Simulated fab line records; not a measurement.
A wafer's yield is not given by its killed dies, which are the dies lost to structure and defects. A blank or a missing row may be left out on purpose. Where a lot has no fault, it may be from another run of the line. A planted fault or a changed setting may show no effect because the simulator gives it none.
Comparing a struck lot with a sound one || flow sky130 || 16 out of 708 route steps
Sound: the wafers L699.3, L699.4, L699.5. Struck: wafer L708.4 (L708.1, L708.5, from the same lot, were not struck and are left out); the cause is given at the end.
Per side, at each step with rows, come the tool, then ch with its chambers, and then its first start. Under that, the readings that differ: sound wafers || struck wafers || difference of the means || sigmas: that difference in standard deviations of wafers without a fault.
alike: readings with means less than 2 such deviations apart, plus words and numbers identical on both sides. not compared: withheld readings, readings lacking a value on some wafer, bounds such as >300 that could conceal the same value, and numbers that have no deviation in the record and whose values overlap.
The two part at a step that has a row with sigmas, a row that says differs or no value, or rows on one side only. Non-overlapping numbers with no deviation appear without sigmas and do not part them. Lack of a reading on every wafer of one side parts them only where that side has two or more wafers.

SKY_VIA3_BOW_MEAS_03:
  struck on film metro-02, day 43 05:04; sound on film metro-03, day 40 13:35
  alike: VIA3_BOW
then, 8 steps without rows for these wafers: SKY_VIA3_DEHYDRATE_04 (time 60 s); SKY_VIA3_HMDS_05 (prime time 60 s); SKY_VIA3_COAT_06 (resist thk 60 nm); SKY_VIA3_COAT_07 (resist thk 450 nm); SKY_VIA3_SOFTBAKE_08 (time 90 s); SKY_VIA3_EXPOSE_09 (exposes mask VIM3, target cd 200 nm); SKY_VIA3_PEB_10; SKY_VIA3_DEVELOP_11 (develop time 60 s).
SKY_VIA3_CD_MEAS_12: target cd 200 nm.
  struck on cd sem-02, day 44 04:04; sound on cd sem-01, day 41 13:21
  alike: cd nm
SKY_VIA3_OVL_MEAS_13:
  struck on overlay-02, day 44 04:11; sound on overlay-01, day 41 13:27
  alike: VIA3_OVL
SKY_VIA3_ETCH_14: etches BARC in N2/H2, stops on SiO2, time 45.9 s, target depth 60 nm.
  sound on rie diel-01 ch 1,2,3, day 41 13:28; struck on rie diel-03 ch 3, day 44 04:14
  alike: drypump motor current A, oes product au, throttle valve pct
  not compared: rf hours counter h
SKY_VIA3_ETCH_15: etches SiO2 in C4F8/O2/Ar, stops on TiN, target depth 507 nm, time 78 s.
  sound on rie diel-01 ch 1,2,3, day 41 13:31; struck on rie diel-03 ch 3, day 44 04:16
{"reading": "oes product au (a.u.)", "sound": "0.947 0.938 0.941", "struck": 0.746, "difference": -0.196, "sigmas": -45}
{"reading": "model.etch.depth nm (nm)", "sound": "464.8 465.1 464.2", "struck": 292.7, "difference": -172.0, "sigmas": ""}
{"reading": "model.VIA3.feature depth nm (nm)", "sound": "464.8 465.1 464.2", "struck": 292.7, "difference": -172.0, "sigmas": ""}
{"reading": "model.KrF-thick_of_VIA3_COAT_07.thk nm (nm)", "sound": "292.4 295.1 290", "struck": 334.3, "difference": "+41.8", "sigmas": ""}
  not compared: rf hours counter h
SKY_VIA3_STRIP_16: strips in O2/N2.
  sound on plasma asher-04 ch 0,1, day 41 13:36; struck on plasma asher-01 ch 1, day 44 04:20
{"reading": "oes product au (a.u.)", "sound": "0.400 0.406 0.401", "struck": 0.419, "difference": "+0.017", "sigmas": "+4"}
{"reading": "strip time to endpoint s (s)", "sound": "4.149 4.174 4.114", "struck": 4.596, "difference": "+0.450", "sigmas": "+18"}
  alike: drypump motor current A
  not compared: rf hours counter h
then, 1 step without rows for these wafers: SKY_VIA3_STRIP_17 (strips in post etch residue remover, time 1200 s).
-- the record jumps here: 5 days lie between the struck wafers' starts before and after (it left off in module VIA3 and takes up again in module PAD_OPEN, whose first step shown is number 708 of the route) --
SKY_PAD_OPEN_PROBE_99:
  rows exist in the record for the struck wafers here (prober-02, day 49 14:02), but not for the sound ones

== WHERE THEY PART ==
First at SKY_VIA3_ETCH_15; last, within this record, at SKY_PAD_OPEN_PROBE_99.

WHY: the cause the simulator had injected
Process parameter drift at SKY_VIA3_ETCH_15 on rie diel-03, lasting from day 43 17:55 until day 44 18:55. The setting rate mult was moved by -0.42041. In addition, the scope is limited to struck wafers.
